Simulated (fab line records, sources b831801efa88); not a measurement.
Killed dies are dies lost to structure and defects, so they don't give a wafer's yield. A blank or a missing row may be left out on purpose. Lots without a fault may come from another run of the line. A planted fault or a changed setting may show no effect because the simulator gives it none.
Tool commonality check | flow gf180mcu | 13 lots, 39 wafers sampled

WHY IT WAS OPENED
At GF_VT_IMPLANT_TW_MEAS_10 the reading VT_IMPLANT_TW is flagged on 1 of 13 lots. Wafers without a fault read 565, standard deviation 6.
Rule: a lot is flagged when every wafer of it that has a number lies more than 4 standard deviations from that mean, or none has a number. The other lots count as sound.

lot  | measured     | on            | VT_IMPLANT_TW, wafer by wafer | flag
L972 | day 5 16:31  | film_metro-02 | 558 554 555                   |
L976 | day 6 15:46  | film_metro-01 | 568 571 570                   |
L977 | day 6 21:03  | film_metro-02 | 558 555 555                   |
L979 | day 7 11:46  | film_metro-02 | 559 558 557                   |
L980 | day 7 16:47  | film_metro-01 | 568 569 569                   |
L985 | day 9 00:33  | film_metro-03 | 30 30 30                      | FLAGGED
L988 | day 9 18:07  | film_metro-03 | 564 569 568                   |
L989 | day 10 00:52 | film_metro-01 | 569 566 572                   |
L990 | day 10 07:01 | film_metro-03 | 567 570 571                   |
L991 | day 10 13:07 | film_metro-03 | 569 568 567                   |
L992 | day 10 20:48 | film_metro-03 | 568 569 573                   |
L994 | day 11 06:11 | film_metro-01 | 566 564 562                   |
L995 | day 11 14:09 | film_metro-03 | 570 570 571                   |
The numbers of the flagged lots are 30 on average: -535 against the usual, or -89 standard deviations.

WHICH TOOL RAN EACH LOT
The record holds 1 process step before the reading, out of a route of 602 steps. In each cell: the tool, then ch and the chambers that the sampled wafers went through, then the start.
lot  | flag    | GF_VT_IMPLANT_EXPOSE_04
L972 |         | iline_stepper-02 ch 0, day 5 09:38
L976 |         | iline_stepper-01 ch 0, day 6 08:13
L977 |         | iline_stepper-01 ch 0, day 6 12:52
L979 |         | iline_stepper-02 ch 0, day 7 03:32
L980 |         | iline_stepper-01 ch 0, day 7 08:52
L985 | FLAGGED | iline_stepper-01 ch 0, day 8 16:04
L988 |         | iline_stepper-02 ch 0, day 9 09:24
L989 |         | iline_stepper-02 ch 0, day 9 15:33
L990 |         | iline_stepper-02 ch 0, day 9 21:58
L991 |         | iline_stepper-01 ch 0, day 10 03:43
L992 |         | iline_stepper-02 ch 0, day 10 11:43
L994 |         | iline_stepper-02 ch 0, day 10 20:55
L995 |         | iline_stepper-01 ch 0, day 11 04:51
What these steps do:
- GF_VT_IMPLANT_EXPOSE_04: exposes mask LVPWELL LV AREA, target cd 600 nm.
- GF_VT_IMPLANT_TW_MEAS_10

FLAGGED OVER TOTAL, TOOL BY TOOL (the gauges that took the reading come last)
step                     | tool             | lots run | flagged | share of the flagged lots | sound lots run after its first flagged lot
GF_VT_IMPLANT_EXPOSE_04  | iline_stepper-01 | 6        | 1       | all                       | 2 (L991,L995)
GF_VT_IMPLANT_EXPOSE_04  | iline_stepper-02 | 7        | 0       | none                      | -
GF_VT_IMPLANT_TW_MEAS_10 | film_metro-01    | 4        | 0       | none                      | -
GF_VT_IMPLANT_TW_MEAS_10 | film_metro-02    | 3        | 0       | none                      | -
GF_VT_IMPLANT_TW_MEAS_10 | film_metro-03    | 6        | 1       | all                       | 5 (L988,L990,L991,L992,L995)

WHAT THE TABLE ALLOWS
2 rows of the table ran every flagged lot: iline_stepper-01 at GF_VT_IMPLANT_EXPOSE_04, film_metro-03 at GF_VT_IMPLANT_TW_MEAS_10.
- iline_stepper-01 at GF_VT_IMPLANT_EXPOSE_04: 1 of its 6 lots flagged. Sound lots ran on it after the first flagged one (L991, L995), which a lasting fault on the whole tool wouldn't allow.
- film_metro-03 at GF_VT_IMPLANT_TW_MEAS_10: 1 of its 6 lots flagged. Sound lots ran on it after the first flagged one (L988, L990, L991, L992, L995), which a lasting fault on the whole tool wouldn't allow.
No row of the table ran every flagged lot and no sound lot after the first.

WHAT THE SIMULATOR HAD PUT IN
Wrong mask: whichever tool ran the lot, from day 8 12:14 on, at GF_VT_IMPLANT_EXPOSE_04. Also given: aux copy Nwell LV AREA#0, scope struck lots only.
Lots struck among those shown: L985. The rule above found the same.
